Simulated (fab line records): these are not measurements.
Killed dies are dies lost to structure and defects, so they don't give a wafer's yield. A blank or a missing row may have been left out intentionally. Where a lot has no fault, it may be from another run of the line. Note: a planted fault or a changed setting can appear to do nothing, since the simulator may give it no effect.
Split-lot study | flow sky130 | on a route of 708 steps: 5 lots, 23 wafers read

== ON THE SPLIT ==
At SKY_POLY_GATE_EXPOSE_10 (exposes mask P1M, target cd 150 nm), the setting dose-mj was moved away from the recipe's 28 on 11 of the 23 wafers read, by -4.9% to +5.3%. All remaining wafers had this setting at the recipe value.

== FROM THE SPLIT TO THE READING: what the file shows between them, 7 steps ==
- SKY_POLY_GATE_PEB_11
- SKY_POLY_GATE_DEVELOP_12: develop time 58.51 s
- SKY_POLY_GATE_CD_MEAS_13: target cd 150 nm
- SKY_POLY_GATE_ETCH_15: etches BARC in N2/H2, stops on SiO2, time 118.5 s, target depth 110 nm
- SKY_POLY_GATE_ETCH_16: etches Si3N4 in CH3F/O2, stops on poly-Si, time 147.5 s, target depth 75 nm
- SKY_POLY_GATE_ETCH_17: etches poly-Si in HBr/Cl2, stops on SiO2, target depth 180 nm, time 70.5 s
- SKY_POLY_GATE_OXIDATION_20: stabilise 600 s, purge 300 s, target thk 4 nm

== THE READING ==
cd-nm, in nm, at SKY_POLY_GATE_CD_MEAS_22. Typical for fault-free wafers on this fab line: 149.0 nm, with standard deviation 2.1 nm.

wafer  | tool, chamber at the split | dose-mj as run | against the recipe | cd-nm, nm | against lot-mates on the recipe
L076.1 | krf-scanner-02, 0          | 26.64          | -4.9%              | 157.6     | +8.9
L076.2 | krf-scanner-02, 0          | 26.64          | -4.9%              | 158.6     | +9.9
L076.3 | krf-scanner-02, 0          | 28             | recipe             | 149.9     | -
L076.4 | krf-scanner-02, 0          | 26.64          | -4.9%              | 153.2     | +4.5
L076.5 | krf-scanner-02, 0          | 28             | recipe             | 147.5     | -
L074.1 | krf-scanner-02, 0          | 28             | recipe             | 152.5     | -
L074.2 | krf-scanner-02, 0          | 26.66          | -4.8%              | 160.9     | +9.5
L074.4 | krf-scanner-02, 0          | 26.66          | -4.8%              | 157.7     | +6.2
L074.5 | krf-scanner-02, 0          | 26.66          | -4.8%              | 157.6     | +6.2
L074.6 | krf-scanner-02, 0          | 28             | recipe             | 150.4     | -
L083.1 | krf-scanner-01, 0          | 28             | recipe             | 147.1     | -
L083.2 | krf-scanner-01, 0          | 29.49          | +5.3%              | 140.7     | -9.5
L083.3 | krf-scanner-01, 0          | 29.49          | +5.3%              | 138.6     | -11.6
L083.4 | krf-scanner-01, 0          | 28             | recipe             | 152.1     | -
L083.6 | krf-scanner-01, 0          | 28             | recipe             | 151.5     | -
L080.1 | krf-scanner-02, 0          | 28             | recipe             | 147.7     | -
L080.2 | krf-scanner-02, 0          | 28             | recipe             | 147.0     | -
L080.3 | krf-scanner-02, 0          | 28             | recipe             | 146.9     | -
L085.1 | krf-scanner-02, 0          | 27.14          | -3.1%              | 155.7     | +7.1
L085.2 | krf-scanner-02, 0          | 27.14          | -3.1%              | 158.3     | +9.7
L085.3 | krf-scanner-02, 0          | 27.14          | -3.1%              | 150.8     | +2.2
L085.4 | krf-scanner-02, 0          | 28             | recipe             | 149.2     | -
L085.5 | krf-scanner-02, 0          | 28             | recipe             | 148.0     | -

FIT RESULTS
A straight line over all 23 wafers: cd-nm changes by -1.77 nm for each +1% of dose-mj; r = -0.92; the points scatter about the line by 2.3 nm.
The same after taking each lot's own level away (the mean of its wafers on the recipe; 23 wafers): -1.76 nm for each +1%; r = -0.93; scatter 2 nm.
Per that fit: largest dose-mj move, reading shift of 9.4 nm.
Measured against the standard deviation above, the lots' own levels, which go from 147.20 to 151.45 nm, span 2.0 times it.
Hence the lot-to-lot level has little effect on the slope; both slopes agree.
Check: -9.64 nm against its lot-mates is what the line predicts for one of the wafers moved furthest among these (+5.3%) when that wafer is left out of the fit. Against them it came out at -9.53 nm.

== FURTHER SPLITS ON THESE WAFERS ==
Before the reading, these wafers also passed through other splits. Each is held against what the fit with the lots' levels taken away leaves over:
other split on the same wafers           | wafers away from the commonest value | r with cd-nm (lot level and that fit taken away)
SKY_VT_ADJUST_HVTR_COAT_02 resist-thk-nm | 7                                    | -0.20
SKY_GATE_OXIDE_OXIDATION_01 ox-time-s    | 18                                   | +0.11
SKY_POLY_GATE_IMPLANT_02 energy-kev      | 9                                    | +0.04

== THE WHOLE CHAIN: every reading that the file lists as answering this split, in the file's order ==
step                     | what it does                                                           | reading                                                          | change (the file's fit)              | r (the file's)
SKY_POLY_GATE_DEVELOP_12 | develop time 58.51 s                                                   | POLY_GATE.cd-nm (the simulator's own value, which no gauge read) | -1.75 nm for each +1% of the setting | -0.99
SKY_POLY_GATE_CD_MEAS_13 | target cd 150 nm                                                       | cd-nm                                                            | -1.72 nm for each +1% of the setting | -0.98
SKY_POLY_GATE_ETCH_15    | etches BARC in N2/H2, stops on SiO2, time 118.5 s, target depth 110 nm | POLY_GATE.cd-nm (the simulator's own value, which no gauge read) | -1.74 nm for each +1% of the setting | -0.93
SKY_POLY_GATE_CD_MEAS_22 |                                                                        | cd-nm                                                            | -1.75 nm for each +1% of the setting | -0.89

== FILE'S OWN FIT ==
cd-nm changes by -1.75 nm for each +1% of dose-mj, r = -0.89.
